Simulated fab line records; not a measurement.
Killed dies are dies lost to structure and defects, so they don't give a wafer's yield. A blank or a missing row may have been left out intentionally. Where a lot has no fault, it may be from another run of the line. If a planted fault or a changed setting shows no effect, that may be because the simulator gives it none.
8D (eight disciplines) problem report, filled in by code    flow gf180mcu    the parts of the form that need people (team, actions taken, sign-off) are left out

== 1. THE PROBLEM ==
LVPWELL_TW at GF_LVPWELL_TW_MEAS_11 reads a mean of 527 on 3 wafers of 1 lot; wafers without a fault read 557 with a standard deviation of 5.8. Relative to the usual mean, that is a shift of -5.2 standard deviations.
Earliest sighting: wafer L194.3 on film_metro-02 at day 6 21:33. Wafers with a number at this step in the record: 39, from 13 lots. Rule for "out" (also "out of limits"): further than 4 standard deviations from the usual mean. The rest of the wafers with a number are treated as sound.

== 2. WHAT IT IS, AND WHAT IT ISN'T ==
question                     is                      is not
which readings at this step  LVPWELL_TW              -
which lots                   L194                    L181, L182, L183, L184, L185, L186, L188, L191, L192, L201, L203, L204
which wafers of those lots   all that have a number  -
read on which gauges         film_metro-02           film_metro-03, film_metro-04
when                         from day 6 21:33        up to then (27 sound wafers); but 9 sound wafers of L201, L203, L204 came after

== 3. WHAT RULES OUT EACH SUSPECT ==
Counting: any tool at a process step up to the reading is kept as a suspect provided that every lot that is out went through it and no sound lot did after the first of them.
- ruled out: the gauge at GF_LVPWELL_TW_MEAS_11. All the wafers that are out were read on film_metro-02, but those of them that GF_NWELL_STRIP_10 has rows for are out there too, on other tools.
- plasma_asher-02 at GF_NWELL_STRIP_10 (strips in O2/N2): ruled out as a lasting fault. Following L194 (day 6 05:34), the first lot on it that is out, the sound lots L203, L204 were run on it.
- plasma_asher-02 at GF_LVPWELL_STRIP_10 (strips in O2/N2): ruled out as a lasting fault. Following L194 (day 6 21:28), the first lot on it that is out, the sound lots L203 were run on it.
Left after counting: nothing in the record.

== 4. THE CAUSE (what the simulator had put in) ==
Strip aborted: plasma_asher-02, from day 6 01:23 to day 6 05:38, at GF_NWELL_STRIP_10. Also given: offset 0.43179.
Counting ruled it out, wrongly: the rule takes a fault to strike every lot that its tool runs from its start on, and this one did not.

== 5. THE CHAIN OF EFFECTS, in route order ==
One row per reading whose mean, taken over the struck wafers that have a number, lies over 3 standard deviations from the usual. Readings are gone through only where the record gives a usual standard deviation; hours: the median, over the lots, of the time from a lot's start at the first step in this table giving one to that lot's start at this step; sigmas: the change measured in usual standard deviations.
hours  step                   reading                   usual       on struck wafers  change  sigmas
0      GF_NWELL_STRIP_10      oes_product_au            0.723 a.u.  0.965             +0.242  +51
16     GF_LVPWELL_STRIP_10    strip_time_to_endpoint_s  37.00 s     42.31             +5.31   +48
16     GF_LVPWELL_TW_MEAS_11  LVPWELL_TW                557         527               -30     -5.2
Process steps it contains:
- GF_NWELL_STRIP_10: strips in O2/N2.
- GF_LVPWELL_STRIP_10: strips in O2/N2.
Readings that are blank on the struck wafers while sound wafers have them: strip_time_to_endpoint_s at GF_NWELL_STRIP_10.
At these later measuring or inspecting steps, every struck wafer for which the step has a row has a number for every such reading, and none has moved that far: GF_VT_IMPLANT_OVL_MEAS_18.

== 6. WHAT WOULD HAVE CAUGHT IT SOONER ==
20 hours passed between the start of the fault at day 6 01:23 and the first reading out of limits at a measuring or inspecting step in this record, taken at day 6 21:33.
The tool's own readings at GF_NWELL_STRIP_10 were out on every struck wafer that the step has a row for (oes_product_au): an alarm limit on them would have fired on the first of those.
